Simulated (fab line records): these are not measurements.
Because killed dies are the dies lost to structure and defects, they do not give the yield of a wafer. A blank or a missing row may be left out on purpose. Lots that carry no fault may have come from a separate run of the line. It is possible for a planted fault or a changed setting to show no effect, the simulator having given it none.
Struck lot and sound lot, side by side ; flow sky130 ; 18 out of 708 route steps
Sound: these wafers, L743.1, L743.3, L743.4. The struck wafers were L749.3, L749.5, L749.6. The cause comes at the end.
Each step with rows lists, per side, the tool, then ch with its chambers, then its first start. Under that, the readings that differ: sound wafers ; struck wafers ; difference of the means ; sigmas: that difference in standard deviations of wafers without a fault.
alike: words and numbers the same on both sides, and readings whose means are apart by under 2 such deviations; not compared: readings that were withheld, readings missing a value for some wafer, numbers with overlapping values and no deviation given by the record, and bounds like >300 which may hide the same value.
Wherever a step has rows on one side only, a row that says differs or no value, or a row with sigmas, the two part there. Non-overlapping numbers with no deviation appear without sigmas and do not part them. A reading missing from all wafers of one side parts the sides only when that side holds two or more wafers.

first, 1 step without rows for these wafers: SKY_PWDE_IMPLANT_08.
SKY_PWDE_STRIP_09: strips in O2/N2.
  sound on plasma_asher-04 ch 0,1, day 5 03:14; struck on plasma_asher-03 ch 0,1, day 6 16:37
  alike: chamber_pressure_mTorr, drypump_motor_current_A, n2_flow_sccm, oes_product_au, strip_time_to_endpoint_s
  not compared: rf_hours_counter_h
SKY_PWDE_TW_MEAS_10:
  sound on film_metro-04 at day 5 03:20; struck on film_metro-02 at day 6 16:42
  alike: PWDE_TW
then, 7 steps without rows for these wafers: SKY_NWELL_DEHYDRATE_03 (time 60 s); SKY_NWELL_HMDS_04 (prime time 60 s); SKY_NWELL_COAT_05 (resist thk 3000 nm); SKY_NWELL_SOFTBAKE_06; SKY_NWELL_EXPOSE_07 (exposes mask NWM, target cd 840 nm); SKY_NWELL_PEB_08; SKY_NWELL_DEVELOP_09 (develop time 60 s).
SKY_NWELL_OVL_MEAS_10:
  sound on overlay-02 at day 5 21:41; struck on overlay-01 at day 7 12:37
  alike: NWELL_00_OVL
then, 1 step without rows for these wafers: SKY_NWELL_IMPLANT_11.
SKY_NWELL_IMPLANT_12:
  sound on implanter-02 ch 0, day 5 21:53; struck on implanter-03 ch 0, day 7 12:51
reading;sound;struck;difference;sigmas
implant_ion_amu;31 31 31;75 75 75;+44;
model.implant.rp_nm (nm);150.9 150.9 150.9;65.18 65.18 65.18;-85.72;
  alike: beam_energy_keV
then, 1 step without rows for these wafers: SKY_NWELL_IMPLANT_13.
SKY_NWELL_STRIP_14: strips in O2/N2.
  sound on plasma_asher-04 ch 0,1, day 5 22:11; struck on plasma_asher-04 ch 0,1, day 7 13:08
reading;sound;struck;difference;sigmas
n2_flow_sccm (sccm);298.8 299.1 297.4;300.2 299.3 301.2;+1.8;+2
  alike: chamber_pressure_mTorr, drypump_motor_current_A, oes_product_au, strip_time_to_endpoint_s
  not compared: rf_hours_counter_h
SKY_NWELL_TW_MEAS_15:
  sound on film_metro-02 at day 5 22:17; struck on film_metro-04 at day 7 13:13
reading;sound;struck;difference;sigmas
NWELL_TW;1790 1782 1779;1836 1832 1836;+51;+4
then, 1 step without rows for these wafers: SKY_NWELL_DEHYDRATE_16 (time 60 s).
-- the record jumps here: 41 days lie between the struck wafers' starts before and after (it left off in module NWELL and takes up again in module PAD_OPEN, whose first step shown is number 708 of the route) --
SKY_PAD_OPEN_PROBE_99:
  sound on prober-01 at day 47 03:22; struck on prober-01 at day 48 19:55
reading;sound;struck;difference;sigmas
killed_at_contacts;33 29 32;19 16 19;-13;-2
killed_at_front_end;10 21 10;25 16 27;+9;+2
model.etest.nfet_16v.r_on_ohm_um;1.427e+04 1.418e+04 1.418e+04;1.311e+04 1.312e+04 1.332e+04;-1.027e+03;
model.etest.tip_p.rs_ohm_sq;6828 6792 6760;7562 7590 7642;+805;
model.etest.pfet_g5v0d10v5.r_on_ohm_um;4825 4755 4756;5240 5272 5371;+516;
model.etest.pfet_01v8.r_on_ohm_um;2874 2904 2874;3080 3159 3187;+258;
model.etest.tip_p_5v.rs_ohm_sq;2855 2858 2845;2920 2930 2950;+81;
model.etest.pfet_g5v0d10v5.drive_ua_um;335.2 344.1 342.1;308.5 306.2 297.4;-36.4;
model.etest.pfet_01v8_lvt.drive_ua_um;175.1 173.7 172.4;141.3 138.6 136.5;-34.9;
  alike: killed_at_M0_to_M3, killed_at_M4_up, killed_at_other, killed_dies, killed_open, killed_short
  not compared: model.etest.pfet_16v.r_on_ohm_um

## WHERE THEY PART
At SKY_NWELL_STRIP_14 first; at SKY_PAD_OPEN_PROBE_99 last (within this record only).

WHY: what the simulator had put in
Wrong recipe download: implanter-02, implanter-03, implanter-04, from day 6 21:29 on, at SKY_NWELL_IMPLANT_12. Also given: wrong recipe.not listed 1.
